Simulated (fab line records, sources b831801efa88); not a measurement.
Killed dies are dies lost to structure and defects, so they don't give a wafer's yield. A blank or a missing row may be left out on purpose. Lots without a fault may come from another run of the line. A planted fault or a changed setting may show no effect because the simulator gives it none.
Which tool did it? | flow gf180mcu | 12 lots, 36 wafers sampled, at 5 steps of a route of 602

WHAT THE GAUGES READ, wafer by wafer
GF_V3_THK_MEAS_25: measures by xrf. Usual: V3_W_THK 337 nm, standard deviation 6.7.
lot  | measured     | on            | V3_W_THK (nm) | flag
L577 | day 22 10:53 | film_metro-01 | 334 335 330   |
L579 | day 23 10:25 | film_metro-01 | 329 329 329   |
L581 | day 24 09:16 | film_metro-01 | 332 334 337   |
L585 | day 25 17:40 | film_metro-03 | 341 341 333   |
L587 | day 26 06:04 | film_metro-02 | 338 340 338   |
L588 | day 26 14:44 | film_metro-03 | 347 348 346   |
L589 | day 27 00:17 | film_metro-01 | 322 325 328   |
L594 | day 28 09:22 | film_metro-02 | 331 329 329   |
L596 | day 29 00:01 | film_metro-03 | 341 341 340   |
L597 | day 29 02:20 | film_metro-03 | 342 344 335   |
L599 | day 29 17:25 | film_metro-03 | 335 335 338   |
L600 | day 30 02:01 | film_metro-02 | 332 338 335   |

GF_MIM_THK_MEAS_06. Usual: MIM_CVD_05_THK 41.8 nm, standard deviation 0.6.
lot  | measured     | on            | MIM_CVD_05_THK (nm) | flag
L577 | day 24 12:26 | film_metro-01 | 41.7 42.1 42.6      |
L579 | day 25 10:25 | film_metro-02 | 41.0 40.8 41.4      |
L581 | day 26 08:59 | film_metro-01 | 41.3 42.2 41.7      |
L585 | day 27 14:37 | film_metro-01 | 41.5 41.9 41.8      |
L587 | day 28 01:56 | film_metro-02 | 40.5 40.5 41.3      |
L588 | day 28 11:53 | film_metro-01 | 41.8 41.8 42.4      |
L589 | day 28 20:59 | film_metro-01 | 41.7 42.0 41.9      |
L594 | day 30 03:07 | film_metro-02 | 50.1 40.8 50.4      | OFF
L596 | day 30 17:12 | film_metro-02 | 50.4 41.6 51.0      | OFF
L597 | day 30 19:08 | film_metro-02 | 42.4 42.8 42.9      |
L599 | day 31 10:43 | film_metro-02 | 41.6 42.1 42.1      |
L600 | day 31 17:25 | film_metro-04 | 41.3 42.5 42.6      |

WHICH TOOL RAN EACH LOT (tool, then ch and the chambers of the sampled wafers, then the start)
lot  | GF_V4_SPUTTER_22             | GF_MIM_SPUTTER_02            | GF_MIM_CVD_05
L577 | pvd_sputter-04, day 24 11:32 | pvd_sputter-01, day 24 12:18 | pecvd-02 ch 1,2, day 24 12:23
L579 | pvd_sputter-04, day 25 09:32 | pvd_sputter-03, day 25 10:17 | pecvd-02 ch 0,1,2, day 25 10:23
L581 | pvd_sputter-01, day 26 08:05 | pvd_sputter-03, day 26 08:51 | pecvd-02 ch 0,1,2, day 26 08:57
L585 | pvd_sputter-04, day 27 13:44 | pvd_sputter-01, day 27 14:29 | pecvd-03 ch 1,2, day 27 14:35
L587 | pvd_sputter-04, day 28 01:04 | pvd_sputter-03, day 28 01:49 | pecvd-02 ch 0,1,2, day 28 01:55
L588 | pvd_sputter-04, day 28 11:01 | pvd_sputter-03, day 28 11:46 | pecvd-03 ch 0,1, day 28 11:52
L589 | pvd_sputter-01, day 28 20:00 | pvd_sputter-02, day 28 20:51 | pecvd-03 ch 0,1,2, day 28 20:56
L594 | pvd_sputter-02, day 30 02:14 | pvd_sputter-02, day 30 03:00 | pecvd-02 ch 0,2, day 30 03:05
L596 | pvd_sputter-04, day 30 16:19 | pvd_sputter-02, day 30 17:05 | pecvd-02 ch 0,2, day 30 17:10
L597 | pvd_sputter-04, day 30 18:13 | pvd_sputter-02, day 30 18:59 | pecvd-03 ch 0,1,2, day 30 19:05
L599 | pvd_sputter-04, day 31 09:50 | pvd_sputter-01, day 31 10:36 | pecvd-03 ch 1,2, day 31 10:41
L600 | pvd_sputter-02, day 31 16:26 | pvd_sputter-03, day 31 17:17 | pecvd-03 ch 0,1,2, day 31 17:23
- GF_V4_SPUTTER_22: material TiN, target thk 10 nm, time 40 s.
- GF_MIM_SPUTTER_02: material AlCu, target thk 450 nm, time 23.9 s.
- GF_MIM_CVD_05: deposits Si3N4, target thk 42 nm, time 29.086 s.

WHAT THE TOOLS THEMSELVES READ (means of the sampled wafers that have a number; where no wafer has one, the mark that the record gives instead)
GF_V4_SPUTTER_22. Usual: cathode_dc_power_W 3999.9 W, standard deviation 0.73; throttle_valve_pct 30.6 %, standard deviation 0.82.
lot  | tool           | cathode_dc_power_W (W) | throttle_valve_pct (%) | flag
L577 | pvd_sputter-04 | 3999.7                 | 30.4                   |
L579 | pvd_sputter-04 | 4000.6                 | 30.6                   |
L581 | pvd_sputter-01 | 3999.5                 | 30.4                   |
L585 | pvd_sputter-04 | 4000.4                 | 30.4                   |
L587 | pvd_sputter-04 | 4000.4                 | 30.3                   |
L588 | pvd_sputter-04 | 3999.7                 | 30.4                   |
L589 | pvd_sputter-01 | 4000.0                 | 30.5                   |
L594 | pvd_sputter-02 | 3999.8                 | 30.8                   |
L596 | pvd_sputter-04 | 3999.9                 | 30.2                   |
L597 | pvd_sputter-04 | 4000.2                 | 30.6                   |
L599 | pvd_sputter-04 | 3999.3                 | 30.7                   |
L600 | pvd_sputter-02 | 4000.3                 | 31.2                   |

GF_MIM_SPUTTER_02. Usual: cathode_dc_power_W 10600 W, standard deviation 1.9; throttle_valve_pct 30.4 %, standard deviation 1.3.
lot  | tool           | cathode_dc_power_W (W) | throttle_valve_pct (%) | flag
L577 | pvd_sputter-01 | 10599                  | 30.3                   |
L579 | pvd_sputter-03 | 10602                  | 29.6                   |
L581 | pvd_sputter-03 | 10600                  | 29.7                   |
L585 | pvd_sputter-01 | 10599                  | 30.2                   |
L587 | pvd_sputter-03 | 10599                  | 29.5                   |
L588 | pvd_sputter-03 | 10601                  | 29.7                   |
L589 | pvd_sputter-02 | 10601                  | 31.0                   |
L594 | pvd_sputter-02 | 10600                  | 31.4                   |
L596 | pvd_sputter-02 | 10601                  | 30.9                   |
L597 | pvd_sputter-02 | 10597                  | 30.2                   |
L599 | pvd_sputter-01 | 10599                  | 30.4                   |
L600 | pvd_sputter-03 | 10601                  | 30.0                   |

GF_MIM_CVD_05. Usual: heater_power_w 656 W, standard deviation 70.
lot  | tool     | heater_power_w (W) | flag
L577 | pecvd-02 | 668                |
L579 | pecvd-02 | 655                |
L581 | pecvd-02 | 601                |
L585 | pecvd-03 | 680                |
L587 | pecvd-02 | 618                |
L588 | pecvd-03 | 691                |
L589 | pecvd-03 | 694                |
L594 | pecvd-02 | 602                |
L596 | pecvd-02 | 636                |
L597 | pecvd-03 | 664                |
L599 | pecvd-03 | 626                |
L600 | pecvd-03 | 703                |

THE ANSWER, worked out from the rows above alone
Rule: a lot is off if the mean of its wafers that have a number lies more than 3 standard deviations from the usual mean. A lot without any number at a reading at which 4 lots or more have one is off too. The other lots that the step has rows for count as sound. The gauges are gone through in route order, then the tools' own readings, and for those a lot's mean is taken as printed above. The first step at which some lot is off is used, and at that step the reading that is off furthest; a lot without a number counts as furthest.
Off: L594, L596, at GF_MIM_THK_MEAS_06 (MIM_CVD_05_THK).
A tool fits if, at a process step before that reading, it ran every lot that is off, and no sound lot after the first of them. The gauges at GF_MIM_THK_MEAS_06 are tried like those tools. One fits: pecvd-02 at GF_MIM_CVD_05. Its last sound lot is L587 (day 28 01:55), its first lot that is off L594 (day 30 03:05): a fault that began between those two fits.

WHAT THE SIMULATOR HAD PUT IN
Process parameter drift: pecvd-02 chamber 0, from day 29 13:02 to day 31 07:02, at GF_MIM_CVD_05. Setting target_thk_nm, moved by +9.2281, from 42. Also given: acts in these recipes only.
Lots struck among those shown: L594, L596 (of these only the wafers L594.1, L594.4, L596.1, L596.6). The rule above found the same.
